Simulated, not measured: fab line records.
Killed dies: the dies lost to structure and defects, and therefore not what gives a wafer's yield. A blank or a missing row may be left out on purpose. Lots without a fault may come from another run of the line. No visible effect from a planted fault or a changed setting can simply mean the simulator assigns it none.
Code-filled problem report in 8D (eight disciplines) form || flow gf180mcu || the parts of the form that need people (team, actions taken, sign-off) are left out

1. WHAT WENT WRONG
run length s at GF_MIM_METAL_ETCH_19 reads a mean of 88.2 s on 4 wafers of 3 lots; wafers without a fault read 82.8 s with a standard deviation of 0.5. Relative to the usual mean, that is a shift of +11 standard deviations.
The step: etches the open film in Cl2/BCl3, stops on Si3N4, target depth 324.5 nm, time 54.1 s.
The first sign was on wafer L607.5 at day 29 22:40, on rie metal-04. Wafers with a number at this step in the record: 33, from 11 lots. Rule for "out", or "out of limits": more than 4 standard deviations from the usual mean. The rest of the wafers with a number are treated as sound.

2. WHAT THIS IS AND IS NOT
{"question": "which readings at this step", "is": "run length s, oes product au, throttle valve pct", "is not": "drypump motor current A"}
{"question": "which lots", "is": "L607, L608, L611", "is not": "L593, L598, L599, L601, L604, L606, L609, L614"}
{"question": "which wafers of those lots", "is": "L607.5, L608.5, L611.2, L611.5", "is not": "L607.1, L607.6, L608.1, L608.4, L611.4"}
{"question": "read on which tools", "is": "rie metal-04", "is not": "rie metal-01, rie metal-03"}
{"question": "when", "is": "from day 29 22:40", "is not": "up to then (20 sound wafers); but 9 sound wafers of L608, L609, L611, L614 came after"}

3. SUSPECTS, AND WHAT RULES EACH OUT
Counting: if a tool at a process step up to the reading ran every lot that is out, it stays a suspect. Sound lots after the first of them don't rule it out here, since some wafers of a struck lot are sound.
- pvd sputter-04 at GF_MIM_SPUTTER_00 (material Ti, target thk 37.5 nm, time 150 s): kept. It ran every lot that is out, first L607 (day 29 03:31).
- rie metal-04 at GF_MIM_METAL_ETCH_19 (etches the open film in Cl2/BCl3, stops on Si3N4, target depth 324.5 nm, time 54.1 s): kept. Every lot that is out went through it, the first being L607 (day 29 22:40); the last sound lot it ran before that was L604 (day 29 02:03). On those wafers its own readings are out: oes product au, run length s, throttle valve pct.
What counting leaves: pvd sputter-04 at GF_MIM_SPUTTER_00 and rie metal-04 at GF_MIM_METAL_ETCH_19.

4. THE CAUSE (what the simulator had put in)
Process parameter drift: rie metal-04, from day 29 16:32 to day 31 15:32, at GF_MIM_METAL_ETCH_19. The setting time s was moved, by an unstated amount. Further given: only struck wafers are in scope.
2 suspects survive the count, and this tool is in that group.

5. SEQUENCE OF EFFECTS, ordered by route
Rows list readings where the struck wafers' mean (over those with a number) sits beyond 3 standard deviations from the usual. Readings are gone through only where the record gives a usual standard deviation; hours: the median, over the lots, of the time from a lot's start at the first step in this table giving one to that lot's start at this step; sigmas: the change measured in usual standard deviations.
{"hours": 0, "step": "GF_MIM_METAL_ETCH_19", "reading": "oes product au", "usual": "0.941 a.u.", "on struck wafers": 0.883, "change": -0.058, "sigmas": -10}
{"hours": 0, "step": "GF_MIM_METAL_ETCH_19", "reading": "run length s", "usual": "82.8 s", "on struck wafers": 88.2, "change": "+5.4", "sigmas": "+11"}
{"hours": 0, "step": "GF_MIM_METAL_ETCH_19", "reading": "throttle valve pct", "usual": "28.283 %", "on struck wafers": 28.345, "change": "+0.062", "sigmas": "+6.2"}
{"hours": 0, "step": "GF_MIM_STRIP_20", "reading": "strip time to endpoint s", "usual": "11.19 s", "on struck wafers": 11.05, "change": -0.14, "sigmas": -3.5}
Process steps it contains:
- GF_MIM_METAL_ETCH_19: etches the open film in Cl2/BCl3, stops on Si3N4, target depth 324.5 nm, time 54.1 s.
- GF_MIM_STRIP_20: strips in O2/N2.

6. HOW IT WOULD HAVE BEEN CAUGHT EARLIER
In this record the first reading out of limits was taken at day 29 22:40, 6 hours after the fault began at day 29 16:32.
